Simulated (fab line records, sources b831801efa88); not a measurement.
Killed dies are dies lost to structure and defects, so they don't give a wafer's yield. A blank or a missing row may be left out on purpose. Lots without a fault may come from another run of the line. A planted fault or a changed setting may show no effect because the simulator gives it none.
Which tool did it? | flow gf180mcu | 14 lots, 42 wafers sampled, at 3 steps of a route of 602

WHAT THE GAUGES READ, wafer by wafer
GF_M1_CD_MEAS_14: target cd 230 nm.
lot  | measured     | on        | cd_nm (nm)
L364 | day 18 08:54 | cd_sem-02 | 228.5 227.8 229.2
L365 | day 18 14:26 | cd_sem-01 | 231.6 231.2 229.6
L366 | day 19 00:22 | cd_sem-02 | 229.8 230.2 231.0
L367 | day 19 07:17 | cd_sem-01 | 229.1 228.5 229.4
L370 | day 20 17:55 | cd_sem-01 | 231.0 231.2 231.9
L371 | day 20 22:34 | cd_sem-01 | 228.4 228.0 228.4
L373 | day 21 14:58 | cd_sem-02 | 229.7 230.5 230.3
L374 | day 22 00:48 | cd_sem-02 | 228.8 228.0 228.5
L375 | day 22 05:51 | cd_sem-02 | 228.5 229.3 230.0
L376 | day 22 13:04 | cd_sem-01 | 231.3 231.9 231.3
L377 | day 22 20:55 | cd_sem-01 | 230.8 231.1 230.9
L378 | day 23 11:54 | cd_sem-02 | 231.4 231.8 230.6
L383 | day 24 18:16 | cd_sem-02 | 228.6 228.9 229.5
L384 | day 25 09:13 | cd_sem-01 | 231.2 230.4 231.6

WHICH TOOL RAN EACH LOT (tool, then ch and the chambers of the sampled wafers, then the start)
lot  | GF_CONTACT_SPUTTER_22        | GF_M1_SPUTTER_03
L364 | pvd_sputter-01, day 17 07:52 | pvd_sputter-04, day 17 08:43
L365 | pvd_sputter-03, day 17 13:56 | pvd_sputter-04, day 17 14:47
L366 | pvd_sputter-02, day 17 23:17 | pvd_sputter-04, day 18 00:07
L367 | pvd_sputter-01, day 18 05:58 | pvd_sputter-02, day 18 06:49
L370 | pvd_sputter-02, day 19 16:26 | pvd_sputter-03, day 19 17:17
L371 | pvd_sputter-01, day 19 21:22 | pvd_sputter-04, day 19 22:12
L373 | pvd_sputter-01, day 20 14:14 | pvd_sputter-03, day 20 15:05
L374 | pvd_sputter-03, day 21 00:11 | pvd_sputter-03, day 21 01:02
L375 | pvd_sputter-03, day 21 04:59 | pvd_sputter-02, day 21 05:50
L376 | pvd_sputter-02, day 21 12:40 | pvd_sputter-04, day 21 13:30
L377 | pvd_sputter-02, day 21 20:55 | pvd_sputter-02, day 21 21:46
L378 | pvd_sputter-01, day 22 12:05 | pvd_sputter-03, day 22 12:56
L383 | pvd_sputter-03, day 23 19:40 | pvd_sputter-04, day 23 20:30
L384 | pvd_sputter-02, day 24 10:00 | pvd_sputter-03, day 24 10:50
- GF_CONTACT_SPUTTER_22: material Ti, target thk 15 nm, time 80.02 s.
- GF_M1_SPUTTER_03: material Ti, target thk 10 nm, time 6.7 s.

WHAT THE TOOLS THEMSELVES READ (means of the sampled wafers that have a number; where no wafer has one, the mark that the record gives instead)
GF_CONTACT_SPUTTER_22.
lot  | tool           | throttle_valve_pct (%)
L364 | pvd_sputter-01 | 29.0
L365 | pvd_sputter-03 | 30.6
L366 | pvd_sputter-02 | 30.1
L367 | pvd_sputter-01 | 28.3
L370 | pvd_sputter-02 | 29.7
L371 | pvd_sputter-01 | 29.1
L373 | pvd_sputter-01 | 29.2
L374 | pvd_sputter-03 | 29.5
L375 | pvd_sputter-03 | 30.8
L376 | pvd_sputter-02 | 29.8
L377 | pvd_sputter-02 | 29.7
L378 | pvd_sputter-01 | 29.7
L383 | pvd_sputter-03 | 30.4
L384 | pvd_sputter-02 | 30.1

GF_M1_SPUTTER_03.
lot  | tool           | throttle_valve_pct (%)
L364 | pvd_sputter-04 | 29.6
L365 | pvd_sputter-04 | 29.9
L366 | pvd_sputter-04 | 29.7
L367 | pvd_sputter-02 | 29.7
L370 | pvd_sputter-03 | 28.6
L371 | pvd_sputter-04 | 29.4
L373 | pvd_sputter-03 | 30.1
L374 | pvd_sputter-03 | 29.4
L375 | pvd_sputter-02 | 30.3
L376 | pvd_sputter-04 | 29.6
L377 | pvd_sputter-02 | 29.7
L378 | pvd_sputter-03 | 31.0
L383 | pvd_sputter-04 | 29.8
L384 | pvd_sputter-03 | 29.7

THE ANSWER, worked out from the rows above alone
Rule: what is usual is taken from the lots themselves. Put in order of their means at a reading, lots are off if they are a third of the lots or fewer, leave a main group of 4 or more, and stand apart from it by a gap of 3 or more times the standard deviation of the main group's means; of several such gaps the widest counts. A main group whose means are all the same, to the digits that the tables above print for the reading, isn't used. A lot without any number at a reading at which 4 lots or more have one is off too. The other lots that the step has rows for count as sound. The gauges are gone through in route order, then the tools' own readings, and for those a lot's mean is taken as printed above. The first step at which some lot is off is used, and at that step the reading that is off furthest; a lot without a number counts as furthest.
No lot is off at any reading shown: from this, nothing can be told.

WHAT THE SIMULATOR HAD PUT IN
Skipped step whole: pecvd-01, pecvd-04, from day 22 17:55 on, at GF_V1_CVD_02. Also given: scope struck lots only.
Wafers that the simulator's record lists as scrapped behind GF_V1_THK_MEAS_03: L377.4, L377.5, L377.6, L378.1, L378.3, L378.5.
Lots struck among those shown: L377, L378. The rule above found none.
